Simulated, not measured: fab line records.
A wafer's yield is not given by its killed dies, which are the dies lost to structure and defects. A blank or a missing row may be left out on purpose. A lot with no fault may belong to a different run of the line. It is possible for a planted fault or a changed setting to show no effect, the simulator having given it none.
fab line records ; flow sky130
record lots=6; wafers=18; last_day=50
route steps=708 shown VT_ADJUST_LVTN@104 VT_ADJUST_NCORE@119 PAD_OPEN@708
lots with no fault: from the same line, run without faults
start_h: start of the lot's first displayed wafer, in hours after the record's first day ; wait_h: hours since the lot's step before ; " identical to the entry in the row above ; L1.1+2: several wafers, shown together as one row ; - no value, or no start given ; * or withheld: withheld ; < > ~ a bound
route shown NAME@n: a module of which the file shows steps, and the number in the route of the first ; usual: mean and standard deviation over wafers with no fault ; same: alike in all rows ; chamber/n: place in a boat ; sites: each site's reading ; _std_site: how widely they spread, as a standard deviation ; _edge_site: mean of outer sites minus mean of inner sites ; radius_mm: how far each site lies from the wafer's centre ; mask NAME#n: copy n ; behind: the most recent tool/chamber to have shaped the wafer ; hold: cause of the lot's hold/its duration in hours/its outcome ; device: whichever transistor did not switch (one of n, p or np) ; end of line: the route-end tests of the same wafers ; for a step that has no rows: nothing shown but its recipe ; killed: at the first sort, the dies lost to defects and structure; wafer yield is something else ; map: the dies of a wafer, with x for killed, . for not killed, _ for no die there
set.NAME: setting as actually run; set.NAME@STEP: the setting as run at that earlier step ; model.NAME: the simulator's own value behind a step, which no gauge read
lots at some steps of the route; a table a step, a row a wafer
services: from which hour (start_h, from the record's first day; less than 0 if before it) a tool's chamber was out of use, for how many hours, and why
## steps
# step SKY_VT_ADJUST_LVTN_OVL_MEAS_07
# usual VT_ADJUST_LVTN_OVL=-0.5/1.6
lot.wafer;tool;chamber;start_h;wait_h;VT_ADJUST_LVTN_OVL[nm]
L157.1;overlay-01;-;170.73;-;0.7
L157.2;overlay-01;-;170.73;-;-1.8
L157.3;overlay-01;-;170.73;-;-1.0
L158.3;overlay-01;-;174.55;-;1.2
L158.4;overlay-01;-;174.55;-;1.4
L158.5;overlay-01;-;174.55;-;0.6
L167.2;overlay-01;-;219.04;-;-0.6
L167.3;overlay-01;-;219.04;-;-0.6
L167.6;overlay-01;-;219.04;-;0.6
L168.1;overlay-02;-;224.87;-;-1.2
L168.5;overlay-02;-;224.87;-;-1.0
L168.6;overlay-02;-;224.87;-;-0.4
L173.2;overlay-02;-;257.82;-;1.6
L173.3;overlay-02;-;257.82;-;3.6
L173.4;overlay-02;-;257.82;-;0.4
L175.1;overlay-02;-;274.53;-;1.7
L175.3;overlay-02;-;274.53;-;-0.3
L175.4;overlay-02;-;274.53;-;0.4
# step SKY_VT_ADJUST_LVTN_IMPLANT_08
# recipe species=B; energy_kev=30; dose_cm2=1.57e+12; tilt_deg=withheld
# step SKY_VT_ADJUST_LVTN_STRIP_09
# recipe chemistry=O2/N2; power_w=1400; pressure_mtorr=1500; platen_temp_c=withheld; o2_flow_sccm=3000; n2_flow_sccm=300; overash_fraction=0.5
# usual drypump_motor_current_A=5.9/0.45; oes_product_au=0.722/0.0045; strip_time_to_endpoint_s=36.95/0.099
lot.wafer;tool;chamber;start_h;wait_h;drypump_motor_current_A;oes_product_au;rf_hours_counter_h;strip_time_to_endpoint_s
L157.1;plasma_asher-01;0;170.92;0.1;6.4;0.710;48;37.01
L157.2;plasma_asher-01;1;170.92;0.1;5.6;0.722;48;36.91
L157.3;plasma_asher-01;0;170.92;0.1;6.4;0.718;-;37.04
L158.3;plasma_asher-03;1;174.76;0.1;6.3;0.728;-;36.98
L158.4;plasma_asher-03;0;174.76;0.1;4.9;0.725;-;36.92
L158.5;plasma_asher-03;0;174.76;0.1;4.9;0.716;-;36.89
L167.2;plasma_asher-04;0;219.22;0.1;5.8;0.723;40;36.93
L167.3;plasma_asher-04;1;219.22;0.1;6.0;0.724;-;36.85
L167.6;plasma_asher-04;1;219.22;0.1;6.0;0.719;-;36.79
L168.1;plasma_asher-01;1;225.05;0.1;5.6;0.728;53;37.04
L168.5;plasma_asher-01;0;225.05;0.1;6.4;0.727;-;37.14
L168.6;plasma_asher-01;1;225.05;0.1;5.6;0.726;-;37.15
L173.2;plasma_asher-03;0;258.00;0.1;4.9;0.719;14;36.93
L173.3;plasma_asher-03;1;258.00;0.1;6.3;0.728;-;36.91
L173.4;plasma_asher-03;0;258.00;0.1;4.9;0.724;-;36.94
L175.1;plasma_asher-03;0;274.72;0.1;4.9;0.718;16;36.90
L175.3;plasma_asher-03;1;274.72;0.1;6.3;0.720;-;37.03
L175.4;plasma_asher-03;0;274.72;0.1;4.9;0.716;-;37.06
# step SKY_VT_ADJUST_LVTN_TW_MEAS_10
# usual VT_ADJUST_LVTN_TW=241.2/2
lot.wafer;tool;chamber;start_h;wait_h;VT_ADJUST_LVTN_TW
L157.1;film_metro-04;-;171.02;0.1;242.8
L157.2;film_metro-04;-;171.02;0.1;241.7
L157.3;film_metro-04;-;171.02;0.1;242.5
L158.3;film_metro-01;-;174.84;0.1;242.7
L158.4;film_metro-01;-;174.84;0.1;242.3
L158.5;film_metro-01;-;174.84;0.1;243.9
L167.2;film_metro-04;-;219.33;0.1;242.0
L167.3;film_metro-04;-;219.33;0.1;243.5
L167.6;film_metro-04;-;219.33;0.1;242.8
L168.1;film_metro-04;-;225.15;0.1;242.1
L168.5;film_metro-04;-;225.15;0.1;242.9
L168.6;film_metro-04;-;225.15;0.1;243.8
L173.2;film_metro-02;-;258.11;0.1;238.7
L173.3;film_metro-02;-;258.11;0.1;237.8
L173.4;film_metro-02;-;258.11;0.1;239.1
L175.1;film_metro-01;-;274.82;0.1;242.4
L175.3;film_metro-01;-;274.82;0.1;239.6
L175.4;film_metro-01;-;274.82;0.1;241.5
# step SKY_VT_ADJUST_LVTN_DEHYDRATE_11
# recipe temp_c=200; time_s=60
# step SKY_VT_ADJUST_LVTN_HMDS_12
# recipe prime_time_s=60; prime_temp_c=120
# step SKY_VT_ADJUST_LVTN_COAT_13
# recipe resist=NOVOLAK; spin_rpm=3000; resist_thk_nm=1140
# step SKY_VT_ADJUST_LVTN_SOFTBAKE_14
# recipe temp_c=90; time_s=60; resist=NOVOLAK
# step SKY_VT_ADJUST_LVTN_EXPOSE_15
# recipe mask_id=HVN_STD_DERIVED; na=0.6; source_shape=conventional; sigma_outer=0.6; polarization=unpolarized; target_cd_nm=600; dose_mj=163
# step SKY_VT_ADJUST_LVTN_PEB_16
# recipe temp_c=withheld; time_s=*; resist=NOVOLAK
# step SKY_VT_ADJUST_LVTN_DEVELOP_17
# recipe resist=NOVOLAK; developer=TMAH; develop_time_s=60; dev_temp_c=23
# step SKY_VT_ADJUST_LVTN_OVL_MEAS_18
# usual VT_ADJUST_LVTN_01_OVL=0.6/1.5
lot.wafer;tool;chamber;start_h;wait_h;VT_ADJUST_LVTN_01_OVL[nm]
L157.1;overlay-02;-;191.28;0.1;0.4
L157.2;overlay-02;-;191.28;0.1;0.6
L157.3;overlay-02;-;191.28;0.1;2.6
L158.3;overlay-02;-;195.48;0.1;-1.0
L158.4;overlay-02;-;195.48;0.1;-1.6
L158.5;overlay-02;-;195.48;0.1;-2.2
L167.2;overlay-01;-;242.34;0.1;-2.3
L167.3;overlay-01;-;242.34;0.1;-1.5
L167.6;overlay-01;-;242.34;0.1;-1.5
L168.1;overlay-02;-;248.12;0.1;1.4
L168.5;overlay-02;-;248.12;0.1;0.9
L168.6;overlay-02;-;248.12;0.1;0.6
L173.2;overlay-01;-;282.14;0.1;2.3
L173.3;overlay-01;-;282.14;0.1;0.1
L173.4;overlay-01;-;282.14;0.1;0.2
L175.1;overlay-01;-;299.78;0.1;2.1
L175.3;overlay-01;-;299.78;0.1;2.0
L175.4;overlay-01;-;299.78;0.1;0.7
# step SKY_VT_ADJUST_LVTN_IMPLANT_19
# recipe species=B; energy_kev=30; dose_cm2=6.5e+11; tilt_deg=withheld
# usual beam_energy_keV=30.001/0.0096; dose_ions_cm2=6.501e+11/6.8e+08; faraday_current_uA=3.67/0.067
# same implant_ion_amu=11
lot.wafer;tool;chamber;start_h;wait_h;beam_energy_keV;dose_ions_cm2;faraday_current_uA
L157.1;implanter-01;0;191.32;0.0;30.001;6.494e+11;3.60
L157.2;implanter-01;0;191.32;0.0;30.008;6.509e+11;3.57
L157.3;implanter-01;0;191.32;0.0;30.004;6.492e+11;3.61
L158.3;implanter-04;0;195.55;0.1;30.010;6.507e+11;3.70
L158.4;implanter-04;0;195.55;0.1;29.998;6.502e+11;3.76
L158.5;implanter-04;0;195.55;0.1;29.991;6.495e+11;3.58
L167.2;implanter-04;0;242.39;0.0;30.008;4.798e+11;2.73
L167.3;implanter-04;0;242.39;0.0;30.006;4.8e+11;2.70
L167.6;implanter-04;0;242.39;0.0;30.005;4.794e+11;2.80
L168.1;implanter-04;0;248.15;0.0;29.995;4.791e+11;2.67
L168.5;implanter-04;0;248.15;0.0;29.998;4.782e+11;2.70
L168.6;implanter-04;0;248.15;0.0;29.997;4.784e+11;2.72
L173.2;implanter-03;0;282.19;0.0;30.004;6.507e+11;3.53
L173.3;implanter-03;0;282.19;0.0;30.000;6.502e+11;3.59
L173.4;implanter-03;0;282.19;0.0;29.993;6.497e+11;3.67
L175.1;implanter-03;0;299.82;0.0;30.007;6.504e+11;3.66
L175.3;implanter-03;0;299.82;0.0;30.001;6.506e+11;3.65
L175.4;implanter-03;0;299.82;0.0;30.006;6.499e+11;3.69
# step SKY_VT_ADJUST_LVTN_STRIP_20
# recipe chemistry=O2/N2; power_w=1400; pressure_mtorr=1500; platen_temp_c=withheld; o2_flow_sccm=3000; n2_flow_sccm=300; overash_fraction=0.5
# usual drypump_motor_current_A=5.8/0.47; oes_product_au=0.716/0.0041; strip_time_to_endpoint_s=14.18/0.041
lot.wafer;tool;chamber;start_h;wait_h;drypump_motor_current_A;oes_product_au;rf_hours_counter_h;strip_time_to_endpoint_s
L157.1;plasma_asher-01;1;191.47;0.1;5.6;0.710;50;14.18
L157.2;plasma_asher-01;0;191.47;0.1;6.4;0.722;50;14.14
L157.3;plasma_asher-01;0;191.47;0.1;6.4;0.717;-;14.16
L158.3;plasma_asher-04;1;195.69;0.1;6.0;0.718;-;14.21
L158.4;plasma_asher-04;0;195.69;0.1;5.7;0.718;-;14.19
L158.5;plasma_asher-04;1;195.69;0.1;6.0;0.718;-;14.21
L167.2;plasma_asher-01;0;242.52;0.1;6.4;0.713;55;14.22
L167.3;plasma_asher-01;0;242.52;0.1;6.4;0.715;-;14.22
L167.6;plasma_asher-01;0;242.52;0.1;6.4;0.713;-;14.16
L168.1;plasma_asher-04;1;248.30;0.1;5.9;0.728;43;14.16
L168.5;plasma_asher-04;1;248.30;0.1;6.0;0.720;-;14.13
L168.6;plasma_asher-04;0;248.30;0.1;5.8;0.721;-;14.16
L173.2;plasma_asher-03;0;282.32;0.1;4.9;0.721;16;14.13
L173.3;plasma_asher-03;1;282.32;0.1;6.3;0.710;-;14.16
L173.4;plasma_asher-03;0;282.32;0.1;4.9;0.712;-;14.14
L175.1;plasma_asher-03;0;299.97;0.1;4.9;0.720;18;14.13
L175.3;plasma_asher-03;0;299.97;0.1;4.9;0.719;-;14.16
L175.4;plasma_asher-03;1;299.97;0.1;6.3;0.726;-;14.16
# step SKY_VT_ADJUST_LVTN_TW_MEAS_21
# usual VT_ADJUST_LVTN_2_TW=188.2/1.4
lot.wafer;tool;chamber;start_h;wait_h;VT_ADJUST_LVTN_2_TW
L157.1;film_metro-01;-;191.57;0.1;188.7
L157.2;film_metro-01;-;191.57;0.1;190.5
L157.3;film_metro-01;-;191.57;0.1;189.7
L158.3;film_metro-04;-;195.77;0.1;190.0
L158.4;film_metro-04;-;195.77;0.1;189.6
L158.5;film_metro-04;-;195.77;0.1;189.8
L167.2;film_metro-01;-;242.63;0.1;173.5
L167.3;film_metro-01;-;242.63;0.1;173.1
L167.6;film_metro-01;-;242.63;0.1;174.2
L168.1;film_metro-02;-;248.40;0.1;170.8
L168.5;film_metro-02;-;248.40;0.1;170.8
L168.6;film_metro-02;-;248.40;0.1;171.3
L173.2;film_metro-04;-;282.43;0.1;188.2
L173.3;film_metro-04;-;282.43;0.1;187.6
L173.4;film_metro-04;-;282.43;0.1;188.1
L175.1;film_metro-04;-;300.07;0.1;190.2
L175.3;film_metro-04;-;300.07;0.1;189.0
L175.4;film_metro-04;-;300.07;0.1;189.1
# step SKY_VT_ADJUST_NCORE_DEHYDRATE_00
# recipe temp_c=200; time_s=60
# step SKY_PAD_OPEN_PROBE_99
# usual killed_at_M0_to_M3=43/7; killed_at_M4_up=3.1/1.9; killed_at_contacts=25/6.1; killed_at_front_end=15/4.5; killed_at_other=0.3/0.55; killed_dies=87/8.9; killed_open=47/6.4; killed_short=40/6.6
# same gross_dies=492; killed_at_back_side=0
lot.wafer;tool;chamber;start_h;wait_h;killed_at_M0_to_M3;killed_at_M4_up;killed_at_contacts;killed_at_front_end;killed_at_other;killed_dies;killed_open;killed_short;model.etest.res_pwell_under_gate.rs_ohm_sq;model.etest.nfet_g5v0d10v5.body_rise_v;model.etest.nfet_16v.body_rise_v;model.etest.nfet_g5v0d10v5.vt_sat_v
L158.3;prober-02;-;1106.37;0.2;47;7;28;7;0;89;47;41;2261;0.6684;0.6638;0.7606
L158.4;prober-02;-;1106.42;0.2;43;5;30;16;0;94;54;40;2272;0.6611;0.6572;0.7545
L158.5;prober-02;-;1106.47;0.2;49;0;26;9;0;84;45;38;2278;0.667;0.6626;0.7633
L157.1;prober-01;-;1109.12;0.1;49;2;25;10;0;86;41;45;2290;0.6777;0.6735;0.7563
L157.2;prober-01;-;1109.17;0.1;39;5;27;12;0;83;47;35;2270;0.6817;0.6756;0.7659
L157.3;prober-01;-;1109.22;0.2;40;4;35;13;0;92;47;44;2287;0.6892;0.6812;0.7767
L167.2;prober-02;-;1148.36;0.1;32;6;26;19;0;83;47;35;2305;0.6587;0.6515;0.7503
L167.3;prober-02;-;1148.41;0.2;49;5;17;16;0;87;55;31;2305;0.654;0.6501;0.7605
L167.6;prober-02;-;1148.56;0.2;46;8;24;9;1;88;45;43;2310;0.6566;0.653;0.7526
L168.1;prober-01;-;1161.37;0.1;33;2;18;16;1;70;35;35;2322;0.6429;0.6394;0.7475
L168.5;prober-01;-;1161.57;0.2;33;4;18;21;0;76;30;45;2321;0.6512;0.6458;0.7495
L168.6;prober-01;-;1161.62;0.2;52;1;22;12;0;87;55;31;2324;0.6546;0.6491;0.7479
L173.2;prober-01;-;1178.44;0.1;32;2;28;20;0;82;53;29;2278;0.6813;0.6806;0.773
L173.3;prober-01;-;1178.49;0.2;45;3;37;11;0;96;61;33;2271;0.6771;0.6709;0.7719
L173.4;prober-01;-;1178.54;0.2;33;4;28;15;0;80;41;36;2263;0.672;0.6663;0.7724
L175.1;prober-02;-;1187.93;0.1;47;2;22;15;1;87;46;41;2286;0.6641;0.6589;0.7663
L175.3;prober-02;-;1188.03;0.2;46;1;28;12;0;87;45;42;2261;0.6715;0.666;0.7596
L175.4;prober-02;-;1188.08;0.2;47;2;23;14;0;86;44;42;2271;0.6653;0.6597;0.7602
# killed by level:class
L158.3 METAL2:geometric_particle:short=11 LI_CONTACT:geometric_particle:open=8 CONTACT:geometric_particle:open=8 VIA1:geometric_particle:open=8 CONTACT:geometric_particle:short=7 VIA3:geometric_particle:open=7 VIA1:geometric_particle:short=4 VIA2:geometric_particle:open=4
L158.4 VIA1:geometric_particle:open=12 CONTACT:geometric_particle:open=10 VIA2:geometric_particle:open=9 LI_CONTACT:geometric_particle:open=7 CONTACT:geometric_particle:short=6 METAL2:geometric_particle:short=6 FIELD_ISO:geometric_particle:short=4 FIELD_ISO:geometric_particle:open=4
L158.5 LI_CONTACT:geometric_particle:open=10 VIA1:geometric_particle:open=10 VIA3:geometric_particle:open=9 CONTACT:geometric_particle:open=8 METAL2:geometric_particle:short=7 CONTACT:geometric_particle:short=6 VIA1:geometric_particle:short=6 VIA2:geometric_particle:open=5
L157.1 CONTACT:geometric_particle:open=9 VIA1:geometric_particle:open=9 METAL3:geometric_particle:short=7 LI_CONTACT:geometric_particle:short=6 METAL2:geometric_particle:short=6 FIELD_ISO:geometric_particle:open=5 METAL1:geometric_particle:short=5 VIA2:geometric_particle:open=5
L157.2 LI_CONTACT:geometric_particle:open=12 VIA1:geometric_particle:open=8 CONTACT:geometric_particle:open=7 VIA1:geometric_particle:short=7 VIA2:geometric_particle:open=6 VIA3:geometric_particle:open=5 METAL2:geometric_particle:short=4 FIELD_ISO:geometric_particle:short=3
L157.3 CONTACT:geometric_particle:open=12 LI_CONTACT:geometric_particle:open=11 VIA3:geometric_particle:open=9 METAL1:geometric_particle:short=7 CONTACT:geometric_particle:short=5 METAL2:geometric_particle:short=5 VIA1:geometric_particle:open=5 POLY_GATE:geometric_particle:short=4
L167.2 CONTACT:geometric_particle:open=9 VIA2:geometric_particle:open=7 FIELD_ISO:geometric_particle:open=6 CONTACT:geometric_particle:short=6 POLY_GATE:geometric_particle:open=5 LI_CONTACT:geometric_particle:open=5 VIA1:geometric_particle:open=5 VIA3:geometric_particle:open=5
L167.3 VIA3:geometric_particle:open=11 VIA1:geometric_particle:open=10 FIELD_ISO:geometric_particle:open=6 POLY_GATE:geometric_particle:open=6 CONTACT:geometric_particle:open=6 VIA2:geometric_particle:open=6 VIA1:geometric_particle:short=5 LI_CONTACT:geometric_particle:open=4
L167.6 VIA1:geometric_particle:open=9 VIA3:geometric_particle:open=9 CONTACT:geometric_particle:open=8 METAL4:geometric_particle:short=7 VIA3:geometric_particle:short=7 LI_CONTACT:geometric_particle:open=6 VIA2:geometric_particle:open=6 LI_CONTACT:geometric_particle:short=4
L168.1 FIELD_ISO:geometric_particle:short=7 CONTACT:geometric_particle:open=7 VIA3:geometric_particle:open=7 VIA2:geometric_particle:open=6 LI_CONTACT:geometric_particle:open=5 METAL2:geometric_particle:short=5 POLY_GATE:geometric_particle:short=4 POLY_GATE:geometric_particle:open=3
L168.5 CONTACT:geometric_particle:open=8 FIELD_ISO:geometric_particle:short=7 METAL2:geometric_particle:short=6 METAL3:geometric_particle:short=6 VIA1:geometric_particle:short=5 CONTACT:geometric_particle:short=4 METAL4:geometric_particle:short=4 POLY_GATE:geometric_particle:open=3
L168.6 VIA1:geometric_particle:open=12 VIA2:geometric_particle:open=10 VIA3:geometric_particle:open=7 METAL1:geometric_particle:short=6 METAL2:geometric_particle:short=6 CONTACT:geometric_particle:short=5 CONTACT:geometric_particle:open=5 POLY_GATE:geometric_particle:open=4
L173.2 CONTACT:geometric_particle:open=16 FIELD_ISO:geometric_particle:open=8 VIA1:geometric_particle:open=8 VIA1:geometric_particle:short=5 FIELD_ISO:geometric_particle:short=4 METAL2:geometric_particle:short=4 POLY_GATE:geometric_particle:open=4 VIA3:geometric_particle:open=4
L173.3 CONTACT:geometric_particle:open=17 VIA1:geometric_particle:open=11 VIA2:geometric_particle:open=10 VIA3:geometric_particle:open=8 LOCAL_INTERCONNECT:geometric_particle:short=7 METAL2:geometric_particle:short=7 LI_CONTACT:geometric_particle:open=6 VIA1:geometric_particle:short=4
L173.4 CONTACT:geometric_particle:open=13 VIA1:geometric_particle:open=7 METAL1:geometric_particle:short=6 LI_CONTACT:geometric_particle:open=6 CONTACT:geometric_particle:short=6 VIA3:geometric_particle:open=6 FIELD_ISO:geometric_particle:short=5 METAL2:geometric_particle:short=5
L175.1 VIA1:geometric_particle:open=17 LOCAL_INTERCONNECT:geometric_particle:short=7 FIELD_ISO:geometric_particle:open=6 METAL1:geometric_particle:short=6 VIA2:geometric_particle:open=6 LI_CONTACT:geometric_particle:open=4 VIA1:geometric_particle:short=4 LI_CONTACT:geometric_particle:short=3
L175.3 VIA1:geometric_particle:open=11 LOCAL_INTERCONNECT:geometric_particle:short=8 LI_CONTACT:geometric_particle:open=7 CONTACT:geometric_particle:open=7 VIA1:geometric_particle:short=7 VIA2:geometric_particle:open=7 METAL2:geometric_particle:short=6 METAL1:geometric_particle:short=6
L175.4 VIA3:geometric_particle:open=11 VIA2:geometric_particle:open=9 CONTACT:geometric_particle:open=8 CONTACT:geometric_particle:short=6 METAL1:geometric_particle:short=6 VIA1:geometric_particle:short=6 FIELD_ISO:geometric_particle:short=4 FIELD_ISO:geometric_particle:open=4
## services
tool;chamber;start_h;hours;kind
implanter-04;-;150.20;5.9;repair
implanter-04;-;159.98;5.5;pm
implanter-01;-;223.06;3.5;repair
implanter-04;-;243.79;0.6;repair
implanter-01;-;258.89;4.4;pm
plasma_asher-04;-;284.46;0.4;repair
plasma_asher-03;-;290.08;3.9;repair
## key
first_sign step=SKY_VT_ADJUST_LVTN_IMPLANT_19; reading=dose_ions_cm2; direction=down; sigmas=99+; usual=*; struck=*
effect step=SKY_VT_ADJUST_LVTN_IMPLANT_19; reading=faraday_current_uA; direction=down; sigmas=14; usual=3.67; struck=2.72
effect step=SKY_VT_ADJUST_LVTN_TW_MEAS_21; reading=VT_ADJUST_LVTN_2_TW; direction=down; sigmas=12; usual=188.2; struck=172.3
model_effect step=SKY_PAD_OPEN_PROBE_99; value=etest.res_pwell_under_gate.rs_ohm_sq; without=2283; struck=2315
met_at SKY_VT_ADJUST_LVTN_IMPLANT_19
struck_wafers L167.2,L167.3,L167.6,L168.1,L168.5,L168.6
tester_left_out L167,L168
onset_between 195.55 242.39
fault kind=process_parameter_drift; tool=implanter-04; chamber=-; onset_h=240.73; steps=SKY_VT_ADJUST_LVTN_IMPLANT_19; channel=dose_cm2; offset=*; shape=step; end_h=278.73; acts_in=*; stated=*
# tester_left_out: of these lots the tester's yield and bins aren't shown, on N5 and GAA mostly nor the transistor test; their killed dies are dies lost to structure and defects alone, not to doping, threshold or leakage, so they don't give the yield
